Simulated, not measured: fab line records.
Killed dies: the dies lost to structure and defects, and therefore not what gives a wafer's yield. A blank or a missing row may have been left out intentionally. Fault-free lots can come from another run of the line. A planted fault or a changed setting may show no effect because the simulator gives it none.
A lot that was struck, set against a sound lot | flow sky130 | 21 out of 708 route steps
Sound: these wafers, L964.1, L964.4, L964.6. Wafers L969.1, L969.3, L969.5 were the ones struck. Last of all comes the cause.
Order at every step that has rows: each side's tool, ch and its chambers, its first start. Under that, the readings that differ: sound wafers | struck wafers | difference of the means | sigmas: that difference in standard deviations of wafers without a fault.
alike: same words and numbers on both sides, and readings whose means sit less than 2 such deviations apart. not compared: any withheld reading, any reading some wafer has no value for, any bound like >300 that may hide the same value, and any number with overlapping values for which the record gives no deviation.
The two part at a step that has a row with sigmas, a row that says differs or no value, or rows on one side only. Non-overlapping numbers with no deviation appear without sigmas and do not part them. Lack of a reading on every wafer of one side parts them only where that side has two or more wafers.

SKY_LI_CONTACT_CVD_21: deposits W, target thk 400 nm, time 120.56 s.
  sound on cvd-w-02 ch 0,1, day 33 11:44; struck on cvd-w-01 ch 0,1, day 35 00:01
  alike: heater-power-w
SKY_LI_CONTACT_RS_MEAS_22: the measuring method here is four-point-probe.
  sound on film-metro-01 at day 33 11:52; struck on film-metro-03 at day 35 00:09
  alike: LI_CONTACT_W_RS
SKY_LI_CONTACT_THK_MEAS_23: measures by xrf.
  sound on film-metro-01 at day 33 11:59; struck on film-metro-03 at day 35 00:16
  reading               | sound       | struck      | difference | sigmas
  LI_CONTACT_W_THK (nm) | 408 411 416 | 394 394 397 | -17        | -2
SKY_LI_CONTACT_CMP_24: polishes, stops on PSG, t overpolish 20 s, target thk 0 nm.
  sound on cmp-01 ch 0,3, day 33 12:02; struck on cmp-01 ch 0,1, day 35 00:20
  alike: motor-current-A, overpolish-run-s, slurry-flow-ml-min, time-to-endpoint-s
SKY_LOCAL_INTERCONNECT_SPUTTER_00: material TiN, target thk 100 nm, time 83.3 s.
  sound on pvd-sputter-03 at day 33 12:20; struck on pvd-sputter-04 at day 35 00:38
  alike: chamber-pressure-pa, substrate-temp-c, throttle-valve-pct
SKY_LOCAL_INTERCONNECT_RS_MEAS_01: the measuring method here is four-point-probe.
  sound on film-metro-03 at day 33 12:24; struck on film-metro-04 at day 35 00:41
  alike: LOCAL_INTERCONNECT_TIN_RS
SKY_LOCAL_INTERCONNECT_THK_MEAS_02: measures by xrf.
  sound on film-metro-03 at day 33 12:31; struck on film-metro-04 at day 35 00:49
  alike: LOCAL_INTERCONNECT_TIN_THK
then, 5 steps without rows for these wafers: SKY_LOCAL_INTERCONNECT_DEHYDRATE_03 (time 60 s); SKY_LOCAL_INTERCONNECT_HMDS_04 (prime time 60 s); SKY_LOCAL_INTERCONNECT_COAT_05 (resist thk 60 nm); SKY_LOCAL_INTERCONNECT_COAT_06 (resist thk 450 nm); SKY_LOCAL_INTERCONNECT_SOFTBAKE_07 (time 90 s).
SKY_LOCAL_INTERCONNECT_EXPOSE_08: exposes mask LI1M, target cd 170 nm.
  sound on krf-scanner-01 ch 0, day 34 02:03; struck on krf-scanner-02 ch 0, day 35 14:48
  reading              | sound                | struck               | difference | sigmas
  exposure-dose-mJ-cm2 | 28.067 28.002 28.032 | 28.904 28.875 28.900 | +0.859     | +30
  alike: mask
then, 2 steps without rows for these wafers: SKY_LOCAL_INTERCONNECT_PEB_09; SKY_LOCAL_INTERCONNECT_DEVELOP_10 (develop time 60 s).
SKY_LOCAL_INTERCONNECT_CD_MEAS_11 targets a cd of 170 nm.
  sound on cd-sem-02 at day 34 15:12; struck on cd-sem-01 at day 36 04:21
  reading    | sound             | struck            | difference | sigmas
  cd-nm (nm) | 172.9 174.1 171.8 | 164.0 163.8 163.1 | -9.3       | -7
SKY_LOCAL_INTERCONNECT_OVL_MEAS_12:
  sound on overlay-01 at day 34 15:19; struck on overlay-02 at day 36 04:28
  reading                     | sound    | struck | difference | sigmas
  LOCAL_INTERCONNECT_OVL (nm) | -3 -4 -7 | 8 5 7  | +11        | +2
SKY_LOCAL_INTERCONNECT_ETCH_13: etches BARC in N2/H2, stops on SiO2, time 45.9 s, target depth 60 nm.
  sound on rie-metal-01 ch 0,1, day 34 15:22; struck on rie-metal-01 ch 0,1, day 36 04:31
  reading                             | sound           | struck            | difference | sigmas
  model.LOCAL_INTERCONNECT.cd-nm (nm) | 174 174.5 172.1 | 165.1 164.6 163.4 | -9.2       |
  alike: drypump-motor-current-A, oes-product-au, throttle-valve-pct
  not compared: rf-hours-counter-h
SKY_LOCAL_INTERCONNECT_METAL_ETCH_14: etches TiN in Cl2/BCl3, stops on PSG, target depth 110 nm, time 31.4 s.
  sound on rie-metal-01 ch 0,1, day 34 15:25; struck on rie-metal-01 ch 0,1, day 36 04:34
  reading                             | sound             | struck            | difference | sigmas
  model.LOCAL_INTERCONNECT.cd-nm (nm) | 174.5 175.3 172.2 | 165.1 164.4 163.2 | -9.8       |
  alike: drypump-motor-current-A, oes-product-au, throttle-valve-pct
  not compared: rf-hours-counter-h
SKY_LOCAL_INTERCONNECT_STRIP_15: strips in O2/N2.
  sound on plasma-asher-02 ch 0,1, day 34 15:29; struck on plasma-asher-03 ch 1, day 36 04:38
  alike: drypump-motor-current-A, oes-product-au, strip-time-to-endpoint-s
  not compared: rf-hours-counter-h
-- here the record skips 14 days between the struck wafers' starts before and after, leaving off in module LOCAL_INTERCONNECT and picking up in module PAD_OPEN (first step shown: number 708 of the route) --
SKY_PAD_OPEN_PROBE_99:
  sound on prober-01 at day 49 01:19; struck on prober-01 at day 50 02:41
  reading                        | sound            | struck            | difference | sigmas
  model.etest.res-li.line-ohm-um | 75.3 72.98 74.54 | 78.74 78.11 79.79 | +4.61      |
  alike: killed_at_M0_to_M3, killed_at_M4_up, killed-at-contacts, killed-at-front-end, killed-at-other, killed-dies, killed-open, killed-short

== WHERE THEY PART ==
Earliest at SKY_LI_CONTACT_THK_MEAS_23; latest, in this record, at SKY_LOCAL_INTERCONNECT_OVL_MEAS_12. Later steps at which nothing parts them and some readings are alike: SKY_LOCAL_INTERCONNECT_ETCH_13, SKY_LOCAL_INTERCONNECT_METAL_ETCH_14, SKY_LOCAL_INTERCONNECT_STRIP_15, SKY_PAD_OPEN_PROBE_99.

WHY: whatever the simulator had introduced
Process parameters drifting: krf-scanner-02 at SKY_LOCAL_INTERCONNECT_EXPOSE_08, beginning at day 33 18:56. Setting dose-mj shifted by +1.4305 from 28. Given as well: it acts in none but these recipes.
